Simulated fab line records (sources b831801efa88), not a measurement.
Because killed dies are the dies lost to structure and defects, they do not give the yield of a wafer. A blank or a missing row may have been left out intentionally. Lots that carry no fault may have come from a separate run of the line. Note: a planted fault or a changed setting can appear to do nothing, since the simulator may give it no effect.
fab line records    flow sky130
record lots=5  wafers=15  last-day=50
route steps=708 shown RES_XHIGH@335 SD_N@342 SD_P@359 SALICIDE@361
lots that met no fault: from a run of the same line without faults
start-h: hours from the record's first day to the start of the lot's first wafer shown    wait-h: hours from the lot's prior step to this one    " the same as in the row above    L1.1+2: one row covering several wafers at once    - no value present, or no start provided    * or withheld: withheld    < > ~ a bound
route shown NAME@n: names a module that has steps shown in the file, with the first one's number in the route    usual: mean/standard deviation of fault-free wafers    same: alike in all rows    chamber/n: place in a boat    sites: each site's reading    _std_site: their standard deviation    _edge_site: outer sites' mean less inner sites'    radius-mm: how far each site lies from the wafer's centre    mask NAME#n: copy n    behind: the last tool/chamber to shape the wafer    hold: why the lot went on hold/how many hours it stayed there/how the hold came to an end    device: names the non-switching transistor (n, p or np)    end of line: the tests these same wafers got at the end of their route    step lacking rows: just its recipe    killed: the dies lost at the first sort to structure and to defects; this is not the yield of the wafer    map: a wafer's dies, marking killed ones x, the rest . and places with no die _
set.NAME: the setting the step ran with; set.NAME@STEP: the setting that earlier step ran with    model.NAME: the simulator's own value behind a step, which no gauge read
lots seen at some steps along the route; tables by step, rows by wafer
services: when a tool's chamber went out of use (start-h, in hours from the record's first day, below 0 if earlier), for how many hours, and the reason
## steps
# step SKY_RES_XHIGH_SOFTBAKE_03
# recipe temp-c=90  time-s=60  resist=NOVOLAK
# usual heater-power-total-W=56.60/0.048
lot.wafer  tool            chamber  start-h  wait-h  heater-power-total-W
L078.2     litho-track-01  0        647.03   0.1     56.61
L078.5     "               0        "        "       56.60
L078.6     "               0        "        "       56.63
L077.3     litho-track-03  0        655.55   0.1     56.71
L077.5     "               0        "        "       56.59
L077.6     "               0        "        "       56.55
L081.1     litho-track-03  0        668.75   0.1     56.60
L081.2     "               0        "        "       56.65
L081.3     "               0        "        "       56.63
L092.2     litho-track-03  0        756.67   0.1     56.63
L092.3     "               0        "        "       56.56
L092.5     "               0        "        "       56.71
L097.1     litho-track-01  0        791.80   0.1     56.56
L097.4     "               0        "        "       56.65
L097.5     "               0        "        "       56.63
# step SKY_RES_XHIGH_EXPOSE_04
# recipe mask-id=URPM  na=0.6  source-shape=conventional  sigma-outer=0.6  polarization=unpolarized  target-cd-nm=1270  dose-mj=140
# usual exposure-dose-mJ-cm2=139.98/0.14
lot.wafer  tool              chamber  start-h  wait-h  mask    exposure-dose-mJ-cm2
L078.2     iline-stepper-01  0        -        -       URPM#0  139.95
L078.5     "                 0        "        "       URPM#0  139.82
L078.6     "                 0        "        "       URPM#0  140.03
L077.3     iline-stepper-02  0        -        -       URPM#0  139.82
L077.5     "                 0        "        "       URPM#0  139.94
L077.6     "                 0        "        "       URPM#0  139.94
L081.1     iline-stepper-01  0        -        -       URPM#0  140.03
L081.2     "                 0        "        "       URPM#0  139.94
L081.3     "                 0        "        "       URPM#0  139.89
L092.2     iline-stepper-02  0        -        -       URPM#0  139.88
L092.3     "                 0        "        "       URPM#0  140.08
L092.5     "                 0        "        "       URPM#0  139.87
L097.1     iline-stepper-01  0        -        -       URPM#0  139.88
L097.4     "                 0        "        "       URPM#0  139.94
L097.5     "                 0        "        "       URPM#0  139.92
# step SKY_RES_XHIGH_PEB_05
# recipe temp-c=withheld  time-s=*  resist=NOVOLAK
lot.wafer   tool            chamber  start-h  wait-h
L078.2+5+6  litho-track-01  0        -        -
L077.3+5+6  litho-track-02  0        -        -
L081.1+2+3  litho-track-01  0        -        -
L092.2+3+5  litho-track-01  0        -        -
L097.1+4+5  litho-track-02  0        -        -
# step SKY_RES_XHIGH_DEVELOP_06
# recipe resist=NOVOLAK  developer=TMAH  develop-time-s=60  dev-temp-c=23
lot.wafer   tool            chamber  start-h  wait-h
L078.2+5+6  litho-track-01  0        660.58   0.1
L077.3+5+6  litho-track-02  0        669.44   0.1
L081.1+2+3  litho-track-01  0        682.40   0.1
L092.2+3+5  litho-track-01  0        769.68   0.1
L097.1+4+5  litho-track-02  0        804.79   0.1
# step SKY_RES_XHIGH_IMPLANT_07
# recipe species=BF2  energy-kev=20  dose-cm2=3.513e+14  tilt-deg=0
# usual beam-on-s=42/6.6
lot.wafer  tool          chamber  start-h  wait-h  beam-on-s
L078.2     implanter-02  0        660.73   0.1     49
L078.5     "             0        "        "       49
L078.6     "             0        "        "       49
L077.3     implanter-02  0        669.59   0.1     48
L077.5     "             0        "        "       49
L077.6     "             0        "        "       49
L081.1     implanter-04  0        682.55   0.1     36
L081.2     "             0        "        "       36
L081.3     "             0        "        "       37
L092.2     implanter-02  0        769.83   0.1     49
L092.3     "             0        "        "       48
L092.5     "             0        "        "       50
L097.1     implanter-02  0        804.94   0.1     47
L097.4     "             0        "        "       49
L097.5     "             0        "        "       47
# step SKY_RES_XHIGH_STRIP_08
# recipe chemistry=O2/N2  power-w=1400  pressure-mtorr=1500  platen-temp-c=withheld  o2-flow-sccm=3000  n2-flow-sccm=300  overash-fraction=0.5
# usual drypump-motor-current-A=6.2/0.45  o2-flow-sccm=2999/7.8  oes-product-au=0.712/0.0047  strip-time-to-endpoint-s=14.23/0.04
lot.wafer  tool             chamber  start-h  wait-h  drypump-motor-current-A  o2-flow-sccm  oes-product-au  rf-hours-counter-h  strip-time-to-endpoint-s
L078.2     plasma-asher-04  0        660.85   0.1     6.3                      2998          0.706           94                  14.15
L078.5     "                0        "        "       6.3                      2992          0.719           -                   14.19
L078.6     "                1        "        "       6.8                      2995          0.714           -                   14.15
L077.3     plasma-asher-01  0        669.73   0.1     5.7                      2995          0.708           -                   14.24
L077.5     "                1        "        "       6.3                      2999          0.716           -                   14.23
L077.6     "                0        "        "       5.7                      2972          0.711           -                   14.25
L081.1     plasma-asher-02  0        682.70   0.1     5.4                      3007          0.712           56                  14.22
L081.2     "                1        "        "       6.0                      3014          0.716           56                  14.25
L081.3     "                0        "        "       5.4                      2988          0.709           -                   14.25
L092.2     plasma-asher-02  0        769.95   0.1     5.4                      3002          0.708           65                  14.15
L092.3     "                0        "        "       5.4                      3006          0.720           -                   14.13
L092.5     "                0        "        "       5.4                      3008          0.712           -                   14.18
L097.1     plasma-asher-04  0        805.09   0.1     6.3                      3016          0.714           7                   14.22
L097.4     "                1        "        "       6.8                      3004          0.703           -                   14.26
L097.5     "                0        "        "       6.3                      3011          0.709           -                   14.21
# step SKY_RES_XHIGH_TW_MEAS_09
# usual RES_XHIGH_TW=1629/25
lot.wafer  tool           chamber  start-h  wait-h  RES_XHIGH_TW
L078.2     film-metro-02  -        660.96   0.1     1644
L078.5     "              -        "        "       1641
L078.6     "              -        "        "       1651
L077.3     film-metro-01  -        669.81   0.1     1623
L077.5     "              -        "        "       1621
L077.6     "              -        "        "       1615
L081.1     film-metro-04  -        682.80   0.1     1602
L081.2     "              -        "        "       1603
L081.3     "              -        "        "       1605
L092.2     film-metro-04  -        770.06   0.1     1595
L092.3     "              -        "        "       1591
L092.5     "              -        "        "       1604
L097.1     film-metro-01  -        805.24   0.1     1624
L097.4     "              -        "        "       1629
L097.5     "              -        "        "       1630
# step SKY_SD_N_DEHYDRATE_00
# recipe temp-c=200  time-s=60
# usual heater-power-total-W=160.39/0.12
lot.wafer  tool            chamber  start-h  wait-h  heater-power-total-W
L078.2     litho-track-02  0        674.62   13.6    160.47
L078.5     "               0        "        "       160.36
L078.6     "               0        "        "       160.46
L077.3     litho-track-03  0        683.45   13.6    160.24
L077.5     "               0        "        "       160.46
L077.6     "               0        "        "       160.19
L081.1     litho-track-03  0        696.50   13.7    160.18
L081.2     "               0        "        "       160.54
L081.3     "               0        "        "       160.62
L092.2     litho-track-02  0        782.97   12.9    160.57
L092.3     "               0        "        "       160.39
L092.5     "               0        "        "       160.39
L097.1     litho-track-04  0        818.44   13.2    160.50
L097.4     "               0        "        "       160.17
L097.5     "               0        "        "       160.44
# step SKY_SD_N_HMDS_01
# recipe prime-time-s=60  prime-temp-c=120
# usual prime-temp-c=119.99/0.13
lot.wafer  tool            chamber  start-h  wait-h  prime-temp-c
L078.2     litho-track-02  0        674.77   0.1     120.07
L078.5     "               0        "        "       120.02
L078.6     "               0        "        "       119.97
L077.3     litho-track-03  0        683.60   0.1     120.16
L077.5     "               0        "        "       120.07
L077.6     "               0        "        "       119.92
L081.1     litho-track-03  0        696.65   0.1     120.09
L081.2     "               0        "        "       120.07
L081.3     "               0        "        "       119.95
L092.2     litho-track-02  0        783.12   0.1     119.90
L092.3     "               0        "        "       120.02
L092.5     "               0        "        "       120.03
L097.1     litho-track-04  0        818.59   0.1     119.89
L097.4     "               0        "        "       120.04
L097.5     "               0        "        "       119.87
# step SKY_SD_N_COAT_02
# recipe resist=NOVOLAK  spin-rpm=3000  resist-thk-nm=1140
lot.wafer   tool            chamber  start-h  wait-h
L078.2+5+6  litho-track-02  0        674.92   0.1
L077.3+5+6  litho-track-03  0        683.75   0.1
L081.1+2+3  litho-track-03  0        696.80   0.1
L092.2+3+5  litho-track-02  0        783.27   0.1
L097.1+4+5  litho-track-04  0        818.74   0.1
# step SKY_SD_N_SOFTBAKE_03
# recipe temp-c=90  time-s=60  resist=NOVOLAK
# usual heater-power-total-W=56.60/0.041
lot.wafer  tool            chamber  start-h  wait-h  heater-power-total-W
L078.2     litho-track-02  0        675.07   0.1     56.61
L078.5     "               0        "        "       56.58
L078.6     "               0        "        "       56.59
L077.3     litho-track-03  0        683.90   0.1     56.57
L077.5     "               0        "        "       56.56
L077.6     "               0        "        "       56.58
L081.1     litho-track-03  0        696.95   0.1     56.64
L081.2     "               0        "        "       56.55
L081.3     "               0        "        "       56.64
L092.2     litho-track-02  0        783.42   0.1     56.65
L092.3     "               0        "        "       56.57
L092.5     "               0        "        "       56.52
L097.1     litho-track-04  0        818.89   0.1     56.66
L097.4     "               0        "        "       56.55
L097.5     "               0        "        "       56.62
# step SKY_SD_N_EXPOSE_04
# recipe mask-id=NSDM  na=0.6  source-shape=conventional  sigma-outer=0.6  polarization=unpolarized  target-cd-nm=380  dose-mj=141
# usual exposure-dose-mJ-cm2=140.97/0.15
lot.wafer  tool              chamber  start-h  wait-h  mask    exposure-dose-mJ-cm2
L078.2     iline-stepper-01  0        -        -       NSDM#0  141.12
L078.5     "                 0        "        "       NSDM#0  140.98
L078.6     "                 0        "        "       NSDM#0  140.84
L077.3     iline-stepper-02  0        -        -       NSDM#0  140.97
L077.5     "                 0        "        "       NSDM#0  140.69
L077.6     "                 0        "        "       NSDM#0  140.81
L081.1     iline-stepper-01  0        -        -       NSDM#0  140.97
L081.2     "                 0        "        "       NSDM#0  140.91
L081.3     "                 0        "        "       NSDM#0  140.76
L092.2     iline-stepper-02  0        -        -       NSDM#0  141.22
L092.3     "                 0        "        "       NSDM#0  140.96
L092.5     "                 0        "        "       NSDM#0  141.00
L097.1     iline-stepper-02  0        -        -       NSDM#0  140.87
L097.4     "                 0        "        "       NSDM#0  141.09
L097.5     "                 0        "        "       NSDM#0  141.17
# step SKY_SD_N_PEB_05
# recipe temp-c=withheld  time-s=*  resist=NOVOLAK
lot.wafer   tool            chamber  start-h  wait-h
L078.2+5+6  litho-track-04  0        -        -
L077.3+5+6  litho-track-04  0        -        -
L081.1+2+3  litho-track-03  0        -        -
L092.2+3+5  litho-track-03  0        -        -
L097.1+4+5  litho-track-02  0        -        -
# step SKY_SD_N_DEVELOP_06
# recipe resist=NOVOLAK  developer=TMAH  develop-time-s=60  dev-temp-c=23
lot.wafer   tool            chamber  start-h  wait-h
L078.2+5+6  litho-track-04  0        688.56   0.1
L077.3+5+6  litho-track-04  0        698.54   0.1
L081.1+2+3  litho-track-03  0        711.55   0.1
L092.2+3+5  litho-track-03  0        796.12   0.1
L097.1+4+5  litho-track-02  0        831.59   0.1
# step SKY_SD_N_CD_MEAS_07
# recipe target-cd-nm=380
# usual cd-nm=379.6/2.9
lot.wafer  tool       chamber  start-h  wait-h  cd-nm
L078.2     cd-sem-01  -        688.71   0.1     375.9
L078.5     "          -        "        "       375.4
L078.6     "          -        "        "       375.4
L077.3     cd-sem-02  -        698.68   0.1     380.7
L077.5     "          -        "        "       384.8
L077.6     "          -        "        "       383.6
L081.1     cd-sem-02  -        711.70   0.1     380.0
L081.2     "          -        "        "       379.5
L081.3     "          -        "        "       378.3
L092.2     cd-sem-02  -        796.27   0.1     370.5
L092.3     "          -        "        "       370.5
L092.5     "          -        "        "       370.5
L097.1     cd-sem-02  -        831.81   0.2     378.0
L097.4     "          -        "        "       377.8
L097.5     "          -        "        "       379.9
# step SKY_SD_N_OVL_MEAS_08
# usual SD_N_OVL=0.8/1.5
lot.wafer  tool        chamber  start-h  wait-h  SD_N_OVL[nm]
L078.2     overlay-01  -        688.82   0.1     2.0
L078.5     "           -        "        "       1.5
L078.6     "           -        "        "       1.4
L077.3     overlay-02  -        698.77   0.1     -0.8
L077.5     "           -        "        "       -1.0
L077.6     "           -        "        "       1.4
L081.1     overlay-02  -        711.82   0.1     0.7
L081.2     "           -        "        "       0.9
L081.3     "           -        "        "       1.9
L092.2     overlay-02  -        796.37   0.1     0.0
L092.3     "           -        "        "       0.9
L092.5     "           -        "        "       -0.6
L097.1     overlay-01  -        831.93   0.1     1.3
L097.4     "           -        "        "       1.1
L097.5     "           -        "        "       1.8
# step SKY_SD_N_IMPLANT_09
# recipe species=As  energy-kev=50  dose-cm2=4e+15  tilt-deg=0
# usual beam-on-s=21.3/2.6
lot.wafer  tool          chamber  start-h  wait-h  beam-on-s
L078.2     implanter-01  0        688.87   0.0     17.0
L078.5     "             0        "        "       17.8
L078.6     "             0        "        "       17.0
L077.3     implanter-02  0        698.85   0.1     23.3
L077.5     "             0        "        "       23.2
L077.6     "             0        "        "       23.1
L081.1     implanter-02  0        711.85   0.0     23.0
L081.2     "             0        "        "       23.6
L081.3     "             0        "        "       23.7
L092.2     implanter-01  0        796.43   0.0     17.4
L092.3     "             0        "        "       16.7
L092.5     "             0        "        "       17.1
L097.1     implanter-01  0        831.96   0.0     16.9
L097.4     "             0        "        "       16.8
L097.5     "             0        "        "       17.2
# step SKY_SD_N_IMPLANT_10
# recipe species=P  energy-kev=20  dose-cm2=1e+14  tilt-deg=0
# usual beam-on-s=12.6/1.6
lot.wafer  tool          chamber  start-h  wait-h  beam-on-s
L078.2     implanter-01  0        689.02   0.1     10.2
L078.5     "             0        "        "       9.6
L078.6     "             0        "        "       9.8
L077.3     implanter-02  0        699.00   0.1     13.8
L077.5     "             0        "        "       14.4
L077.6     "             0        "        "       13.8
L081.1     implanter-02  0        712.00   0.1     13.9
L081.2     "             0        "        "       13.9
L081.3     "             0        "        "       14.1
L092.2     implanter-01  0        796.58   0.1     10.0
L092.3     "             0        "        "       10.2
L092.5     "             0        "        "       10.1
L097.1     implanter-01  0        832.11   0.1     10.0
L097.4     "             0        "        "       10.3
L097.5     "             0        "        "       9.9
# step SKY_SD_N_STRIP_11
# recipe chemistry=O2/N2  power-w=1400  pressure-mtorr=1500  platen-temp-c=withheld  o2-flow-sccm=3000  n2-flow-sccm=300  overash-fraction=0.5
# usual drypump-motor-current-A=5.8/0.32  o2-flow-sccm=3000/9.2  oes-product-au=0.528/0.0042  strip-time-to-endpoint-s=22.54/0.051
lot.wafer  tool             chamber  start-h  wait-h  drypump-motor-current-A  o2-flow-sccm  oes-product-au  rf-hours-counter-h  strip-time-to-endpoint-s
L078.2     plasma-asher-02  1        689.15   0.1     6.0                      2993          0.530           57                  22.53
L078.5     "                0        "        "       5.4                      2987          0.531           -                   22.56
L078.6     "                1        "        "       6.0                      2997          0.525           -                   22.53
L077.3     plasma-asher-02  1        699.13   0.1     6.1                      2991          0.527           -                   22.56
L077.5     "                0        "        "       5.4                      3007          0.524           -                   22.45
L077.6     "                1        "        "       6.1                      2996          0.533           -                   22.56
L081.1     plasma-asher-02  0        712.15   0.1     5.4                      2999          0.531           59                  22.52
L081.2     "                1        "        "       6.1                      3007          0.526           59                  22.53
L081.3     "                1        "        "       6.0                      3018          0.528           -                   22.56
L092.2     plasma-asher-01  1        796.70   0.1     6.3                      3003          0.527           35                  22.54
L092.3     "                1        "        "       6.3                      3006          0.523           -                   22.54
L092.5     "                0        "        "       5.7                      3002          0.523           -                   22.50
L097.1     plasma-asher-01  1        832.26   0.1     6.3                      3006          0.533           38                  22.60
L097.4     "                0        "        "       5.7                      3000          0.528           -                   22.57
L097.5     "                1        "        "       6.3                      3009          0.533           -                   22.57
# step SKY_SD_N_TW_MEAS_12
# usual SD_N_TW=3974/56
lot.wafer  tool           chamber  start-h  wait-h  SD_N_TW
L078.2     film-metro-01  -        689.26   0.1     3954
L078.5     "              -        "        "       3968
L078.6     "              -        "        "       3939
L077.3     film-metro-04  -        699.22   0.1     3930
L077.5     "              -        "        "       3924
L077.6     "              -        "        "       3913
L081.1     film-metro-01  -        712.25   0.1     3967
L081.2     "              -        "        "       3978
L081.3     "              -        "        "       3984
L092.2     film-metro-02  -        796.81   0.1     4064
L092.3     "              -        "        "       4057
L092.5     "              -        "        "       4059
L097.1     film-metro-04  -        832.36   0.1     3907
L097.4     "              -        "        "       3908
L097.5     "              -        "        "       3903
# step SKY_SD_N_CLEAN_13
# recipe chemistry=SC1/SC2  mix=1:4:20  temp-c=70  time-s=150  dry=n2-spin
lot.wafer   tool          chamber  start-h  wait-h
L078.2+5+6  wet-bench-01  3        689.31   0.0
L077.3+5+6  wet-bench-01  2        699.26   0.0
L081.1+2+3  wet-bench-03  2        712.31   0.1
L092.2+3+5  wet-bench-04  3        796.86   0.0
L097.1+4+5  wet-bench-03  2        832.42   0.1
# step SKY_SD_N_RTA_14
# recipe temp-c=1075  time-s=2  idle-temp-c=650  ramp-up-c-per-s=150  ramp-down-c-per-s=90  ambient=N2
# usual anneal-temp-c-max=1080.5/1.1  lamp-power-pct=15.74/0.055  wafer_temp_C_max=1078.2/1.4
lot.wafer  tool           chamber  start-h  wait-h  anneal-temp-c-max  lamp-power-pct  wafer_temp_C_max
L078.2     rtp-anneal-02  0        689.41   0.0     1079.2             15.68           1076.6
L078.5     "              0        "        "       1080.6             15.75           1077.3
L078.6     "              0        "        "       1079.4             15.78           1079.7
L077.3     rtp-anneal-02  0        699.33   0.0     1079.7             15.76           1077.3
L077.5     "              0        "        "       1080.5             15.72           1079.6
L077.6     "              0        "        "       1079.6             15.72           1077.1
L081.1     rtp-anneal-01  0        712.36   0.0     1079.5             15.69           1076.6
L081.2     "              0        "        "       1080.7             15.71           1079.9
L081.3     "              0        "        "       1081.4             15.70           1077.8
L092.2     rtp-anneal-02  0        796.92   0.0     1080.4             15.74           1079.9
L092.3     "              0        "        "       1078.9             15.73           1077.6
L092.5     "              0        "        "       1079.9             15.76           1077.4
L097.1     rtp-anneal-01  0        832.47   0.0     1080.7             15.73           1077.1
L097.4     "              0        "        "       1080.4             15.75           1078.0
L097.5     "              0        "        "       1082.0             15.66           1077.8
# step SKY_SD_N_RS_MEAS_16
# recipe thk-meas-gauge=four-point-probe
# usual SD_N_RS=68.57/0.13
lot.wafer  tool           chamber  start-h  wait-h  SD_N_RS[ohm/sq]
L078.2     film-metro-01  -        689.60   0.1     68.63
L078.5     "              -        "        "       68.68
L078.6     "              -        "        "       68.61
L077.3     film-metro-01  -        699.52   0.1     68.65
L077.5     "              -        "        "       68.59
L077.6     "              -        "        "       68.65
L081.1     film-metro-04  -        712.54   0.1     68.45
L081.2     "              -        "        "       68.39
L081.3     "              -        "        "       68.49
L092.2     film-metro-01  -        797.11   0.1     68.72
L092.3     "              -        "        "       68.65
L092.5     "              -        "        "       68.71
L097.1     film-metro-02  -        832.65   0.1     68.58
L097.4     "              -        "        "       68.69
L097.5     "              -        "        "       68.58
# step SKY_SD_N_RS_MEAS_17
# recipe thk-meas-gauge=four-point-probe
# usual SD_P_RS=147.1/0.43
lot.wafer  tool           chamber  start-h  wait-h  SD_P_RS[ohm/sq]
L078.2     film-metro-01  -        689.72   0.1     146.8
L078.5     "              -        "        "       147.0
L078.6     "              -        "        "       146.7
L077.3     film-metro-01  -        699.64   0.1     147.1
L077.5     "              -        "        "       147.6
L077.6     "              -        "        "       147.7
L081.1     film-metro-04  -        712.66   0.1     146.7
L081.2     "              -        "        "       146.8
L081.3     "              -        "        "       147.0
L092.2     film-metro-01  -        797.23   0.1     148.0
L092.3     "              -        "        "       147.9
L092.5     "              -        "        "       147.8
L097.1     film-metro-02  -        832.77   0.1     147.7
L097.4     "              -        "        "       147.3
L097.5     "              -        "        "       147.3
# step SKY_SD_N_RS_MEAS_18
# recipe thk-meas-gauge=four-point-probe
# usual RES_XHIGH_RS=340.7/1.1
lot.wafer  tool           chamber  start-h  wait-h  RES_XHIGH_RS[ohm/sq]
L078.2     film-metro-01  -        689.84   0.1     341.3
L078.5     "              -        "        "       340.5
L078.6     "              -        "        "       340.0
L077.3     film-metro-01  -        699.76   0.1     339.9
L077.5     "              -        "        "       339.7
L077.6     "              -        "        "       340.7
L081.1     film-metro-04  -        712.78   0.1     341.0
L081.2     "              -        "        "       341.1
L081.3     "              -        "        "       341.7
L092.2     film-metro-01  -        797.35   0.1     340.9
L092.3     "              -        "        "       341.1
L092.5     "              -        "        "       340.4
L097.1     film-metro-02  -        832.89   0.1     341.6
L097.4     "              -        "        "       342.4
L097.5     "              -        "        "       342.4
# step SKY_SALICIDE_CLEAN_00
# recipe chemistry=HF-last  time-s=30  dilution=100:1  dry=ipa-marangoni
lot.wafer   tool          chamber  start-h  wait-h
L078.2+5+6  wet-bench-02  0        689.94   0.1
L077.3+5+6  wet-bench-03  0        699.84   0.1
L081.1+2+3  wet-bench-04  1        712.90   0.1
L092.2+3+5  wet-bench-02  3        797.45   0.1
L097.1+4+5  wet-bench-03  2        833.01   0.1
## services
tool              chamber  start-h  hours  kind
iline-stepper-02  -        629.87   1.7    pm
implanter-01      -        654.39   4.3    repair
implanter-01      -        654.88   1.1    repair
implanter-04      -        666.44   2.4    repair
implanter-02      -        694.94   3.5    pm
wet-bench-03      -        695.72   0.6    repair
iline-stepper-02  -        712.19   3.6    repair
iline-stepper-01  0        716.81   -      calibration
plasma-asher-04   -        733.75   9.0    pm
plasma-asher-04   0        733.75   9.0    vent-cycle
plasma-asher-04   1        733.75   9.0    vent-cycle
plasma-asher-01   -        734.53   14.6   pm
iline-stepper-02  -        741.79   12.0   repair
plasma-asher-04   0        742.75   -      clean
plasma-asher-04   1        742.75   -      clean
iline-stepper-01  -        762.22   4.4    pm
wet-bench-04      -        776.98   1.5    repair
plasma-asher-02   -        795.95   7.0    repair
iline-stepper-01  -        809.16   5.7    repair
iline-stepper-02  0        819.97   -      calibration
implanter-02      -        828.11   2.5    repair
implanter-01      -        832.87   3.6    repair
## key
fault none
